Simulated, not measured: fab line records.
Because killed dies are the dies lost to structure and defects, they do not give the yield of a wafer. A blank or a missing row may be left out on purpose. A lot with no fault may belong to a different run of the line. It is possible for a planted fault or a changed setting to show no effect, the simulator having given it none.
One fault through the eyes of 2 desks :: flow sky130 :: every desk sees just its own numbers, and what lay behind them comes last

== AT THE METROLOGY DESK ==
What the gauges read, lot by lot, whatever tool the lot ran on: means of the sampled wafers that have a number. A lot is out of limits, marked OUT, if its mean lies more than 4 standard deviations from the usual mean; the brackets give that distance.
Columns: A = CAPM_TIN_RS at SKY_CAPM_RS_MEAS_03, usual 6.69 ohm/sq; B = CAPM_TIN_THK at SKY_CAPM_THK_MEAS_04, usual 206.8 nm
lot: L894
first seen here: day 36 21:33
A: 6.59
B: 210.9

lot: L897
first seen here: day 38 13:15
A: 6.76
B: 205.8

lot: L900
first seen here: day 39 12:13
A: 6.63
B: 209.5

lot: L901
first seen here: day 39 19:22
A: 6.67
B: 205.6

lot: L902
first seen here: day 39 19:59
A: 6.87
B: 202.3

lot: L906
first seen here: day 40 23:03
A: 6.60
B: 208.7

lot: L907
first seen here: day 41 01:17
A: 5.54 (-16) OUT
B: 251.9 (+20) OUT

lot: L908
first seen here: day 41 06:34
A: 6.19 (-6.9) OUT
B: 227.4 (+9.0) OUT

lot: L910
first seen here: day 41 20:34
A: 5.53 (-16) OUT
B: 252.2 (+20) OUT

lot: L914
first seen here: day 43 02:52
A: 6.68
B: 208.9
Finding of this desk: L907, L908, L910 out of limits, first seen on L907 at day 41 01:17 (CAPM_TIN_RS at SKY_CAPM_RS_MEAS_03). L894, L897, L900, L901, L902, L906, L914: within limits.

== FOR THE TOOL OWNER'S DESK: pvd_sputter-03 ==
At SKY_CAPM_SPUTTER_02 (material TiN, target thk 200 nm, time 166.7 s) the tool's own readings: per lot run on this tool, the mean of the sampled wafers that have a number. A lot is out of limits, marked OUT, if its mean lies more than 4 standard deviations from the usual mean; the brackets give that distance.
Columns: A = throttle_valve_pct at SKY_CAPM_SPUTTER_02, usual 29.9 %
lot: L894
first seen here: day 36 21:26
A: 29.3

lot: L897
first seen here: day 38 13:08
A: 29.8

lot: L901
first seen here: day 39 19:16
A: 29.8

lot: L902
first seen here: day 39 19:51
A: 30.2

lot: L907
first seen here: day 41 01:09
A: 31.1

lot: L908
first seen here: day 41 06:27
A: 30.0

lot: L910
first seen here: day 41 20:28
A: 30.5
This desk's verdict: no lot among the 7 shows anything out of limits.

== ALL TOGETHER ==
L907, L908, L910 would have let the metrology desk raise an alarm at day 41 01:17.
The desk of the tool owner found nothing out of limits.
The tool owner's desk has L907, L908, L910 on record, within its limits.
Of the lots named, all ran SKY_CAPM_SPUTTER_02 on pvd_sputter-03.

== WHAT HAD BEEN PUT IN BY THE SIMULATOR ==
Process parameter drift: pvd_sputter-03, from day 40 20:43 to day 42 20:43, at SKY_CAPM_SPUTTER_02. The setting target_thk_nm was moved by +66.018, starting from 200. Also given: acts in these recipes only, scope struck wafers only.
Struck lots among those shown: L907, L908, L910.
Hours from the fault's start to each desk's first reading out of limits: the metrology desk, 5.
